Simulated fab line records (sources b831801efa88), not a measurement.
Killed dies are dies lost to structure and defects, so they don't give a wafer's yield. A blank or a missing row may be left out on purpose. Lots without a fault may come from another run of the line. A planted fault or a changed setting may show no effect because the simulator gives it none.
Which tool is to blame? || flow sky130 || 12 lots (36 wafers sampled), 1 step of a 708-step route

## WHAT THE GAUGES READ, wafer by wafer
SKY_FIELD_ISO_THK_MEAS_02. Usual: FIELD_ISO_OXIDATION_00_THK 11.92 nm, standard deviation 0.28.
{"lot": "L840", "measured": "day 1 16:39", "on": "film-metro-01", "FIELD_ISO_OXIDATION_00_THK (nm)": "11.65 11.55 11.77", "flag": ""}
{"lot": "L843", "measured": "day 2 08:02", "on": "film-metro-04", "FIELD_ISO_OXIDATION_00_THK (nm)": "11.92 12.01 11.99", "flag": ""}
{"lot": "L846", "measured": "day 3 00:46", "on": "film-metro-03", "FIELD_ISO_OXIDATION_00_THK (nm)": "12.21 12.48 12.33", "flag": ""}
{"lot": "L849", "measured": "day 3 14:45", "on": "film-metro-03", "FIELD_ISO_OXIDATION_00_THK (nm)": "11.83 11.74 11.60", "flag": ""}
{"lot": "L850", "measured": "day 3 18:48", "on": "film-metro-04", "FIELD_ISO_OXIDATION_00_THK (nm)": "12.31 12.39 12.42", "flag": ""}
{"lot": "L851", "measured": "day 3 23:38", "on": "film-metro-01", "FIELD_ISO_OXIDATION_00_THK (nm)": "12.03 12.19 11.94", "flag": ""}
{"lot": "L852", "measured": "day 4 04:38", "on": "film-metro-04", "FIELD_ISO_OXIDATION_00_THK (nm)": "11.60 11.72 11.73", "flag": ""}
{"lot": "L856", "measured": "day 5 00:50", "on": "film-metro-04", "FIELD_ISO_OXIDATION_00_THK (nm)": "12.01 11.78 12.06", "flag": ""}
{"lot": "L859", "measured": "day 5 19:18", "on": "film-metro-03", "FIELD_ISO_OXIDATION_00_THK (nm)": "12.12 12.05 11.97", "flag": ""}
{"lot": "L860", "measured": "day 6 05:15", "on": "film-metro-01", "FIELD_ISO_OXIDATION_00_THK (nm)": "11.77 11.78 11.58", "flag": ""}
{"lot": "L861", "measured": "day 6 05:15", "on": "film-metro-03", "FIELD_ISO_OXIDATION_00_THK (nm)": "11.70 11.81 11.79", "flag": ""}
{"lot": "L862", "measured": "day 6 12:50", "on": "film-metro-03", "FIELD_ISO_OXIDATION_00_THK (nm)": "11.95 12.08 12.20", "flag": ""}

## WHICH TOOL RAN EACH LOT (tool, then ch and the chambers of the sampled wafers, then the start)
Record: no process step prior to these readings.

## AS READ BY THE TOOLS THEMSELVES (means over the sampled wafers that have a number; for cases with no such wafer, the mark the record gives instead)
The record holds no such reading with a usual standard deviation.

## THE ANSWER, worked out from the rows above alone
Rule: lot off if the mean of its wafers having a number is beyond 3 standard deviations from the usual mean. Also off: a lot with no number at a reading for which 4 or more lots have one. All remaining lots with rows at the step are treated as sound. The gauges are gone through in route order, then the tools' own readings, and for those a lot's mean is taken as printed above. The first step at which some lot is off is used, and at that step the reading that is off furthest; a lot without a number counts as furthest.
None of the lots is off at any reading shown; this tells nothing.

## WHAT THE SIMULATOR PUT IN
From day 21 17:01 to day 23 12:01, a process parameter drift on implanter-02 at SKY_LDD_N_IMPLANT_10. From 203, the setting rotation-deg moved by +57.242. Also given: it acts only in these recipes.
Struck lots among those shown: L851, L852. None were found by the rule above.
